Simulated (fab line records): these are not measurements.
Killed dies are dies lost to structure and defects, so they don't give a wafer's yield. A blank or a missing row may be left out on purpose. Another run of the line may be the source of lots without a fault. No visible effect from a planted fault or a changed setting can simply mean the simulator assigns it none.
Which tool was responsible? | flow gf180mcu | Sampling: 14 lots, 42 wafers, 2 of 602 route steps

== WHAT EACH GAUGE READ, for each wafer ==
GF_CONTACT_BOW_MEAS_05. Usual: for CONTACT_BOW the level is 64 um and the standard deviation is 7.
lot  | measured     | on            | CONTACT_BOW (um) | flag
L214 | day 14 22:33 | film metro-03 | 60 57 64         |
L216 | day 15 12:11 | film metro-03 | 61 48 66         |
L217 | day 16 04:20 | film metro-02 | 70 70 68         |
L221 | day 17 14:32 | film metro-03 | 62 63 59         |
L229 | day 21 03:58 | film metro-02 | 58 60 62         |
L230 | day 21 10:03 | film metro-03 | 61 66 72         |
L232 | day 21 22:36 | film metro-02 | 52 59 58         |
L234 | day 22 09:13 | film metro-03 | 61 79 70         |
L233 | day 22 08:04 | film metro-03 | 66 68 73         |
L235 | day 23 00:52 | film metro-01 | 65 47 61         |
L236 | day 23 04:00 | film metro-01 | 61 72 67         |
L237 | day 23 11:05 | film metro-03 | 50 74 62         |

== WHICH TOOL RAN EACH LOT (tool, then ch and the chambers of the sampled wafers, then the start) ==
lot  | GF_VT_IMPLANT_EXPOSE_04
L214 | iline stepper-01 ch 0, day 5 08:20
L216 | iline stepper-01 ch 0, day 5 17:22
L217 | iline stepper-02 ch 0, day 6 04:00
L219 | iline stepper-01, day 6 22:02
L220 | iline stepper-01, day 6 22:29
L221 | iline stepper-01 ch 0, day 6 23:03
L229 | iline stepper-02 ch 0, day 9 12:45
L230 | iline stepper-02 ch 0, day 9 14:43
L232 | iline stepper-01 ch 0, day 10 03:38
L234 | iline stepper-01 ch 0, day 10 08:43
L233 | iline stepper-02 ch 0, day 10 10:19
L235 | iline stepper-02 ch 0, day 10 22:46
L236 | iline stepper-01 ch 0, day 11 00:04
L237 | iline stepper-02 ch 0, day 11 06:07
- GF_VT_IMPLANT_EXPOSE_04: exposes mask LVPWELL LV AREA, target cd 600 nm.

== AS READ BY THE TOOLS THEMSELVES (means over the sampled wafers that have a number; for cases with no such wafer, the mark the record gives instead) ==
GF_VT_IMPLANT_EXPOSE_04. Usual: exposure dose mJ cm2 140.03, standard deviation 0.15; focus offset nm 0.0 nm, standard deviation 0.43.
lot  | tool             | exposure dose mJ cm2 | focus offset nm (nm) | flag
L214 | iline stepper-01 | 139.93               | 0.5                  |
L216 | iline stepper-01 | 140.00               | 0.0                  |
L217 | iline stepper-02 | 140.12               | -0.1                 |
L219 | iline stepper-01 | -                    | -                    | OFF
L220 | iline stepper-01 | -                    | -                    | OFF
L221 | iline stepper-01 | 140.02               | -0.3                 |
L229 | iline stepper-02 | 140.09               | 0.1                  |
L230 | iline stepper-02 | 139.95               | 0.3                  |
L232 | iline stepper-01 | 140.12               | 0.1                  |
L234 | iline stepper-01 | 139.88               | 0.0                  |
L233 | iline stepper-02 | 140.18               | 0.0                  |
L235 | iline stepper-02 | 139.92               | 0.7                  |
L236 | iline stepper-01 | 140.08               | -0.3                 |
L237 | iline stepper-02 | 140.04               | -0.3                 |

== THE ANSWER, worked out from the rows above alone ==
Rule: a lot is off if the mean of its wafers that have a number lies more than 3 standard deviations from the usual mean. Also off: a lot with no number at a reading for which 4 or more lots have one. Where the step has rows for the other lots, those lots are counted as sound. After the gauges, taken in route order, come the tools' own readings; for these a lot's mean is taken, as printed above. At the first step where some lot is off, the reading lying furthest off is the one used; lots without a number count as furthest.
Off, at GF_VT_IMPLANT_EXPOSE_04 on exposure dose mJ cm2: L219, L220. Without a number there: L219, L220.
If a tool, at that step or one of the process steps before it, ran each lot that is off and ran no sound lot following the first of them, it fits. No candidate that was tried fits.

== WHAT HAD BEEN PUT IN BY THE SIMULATOR ==
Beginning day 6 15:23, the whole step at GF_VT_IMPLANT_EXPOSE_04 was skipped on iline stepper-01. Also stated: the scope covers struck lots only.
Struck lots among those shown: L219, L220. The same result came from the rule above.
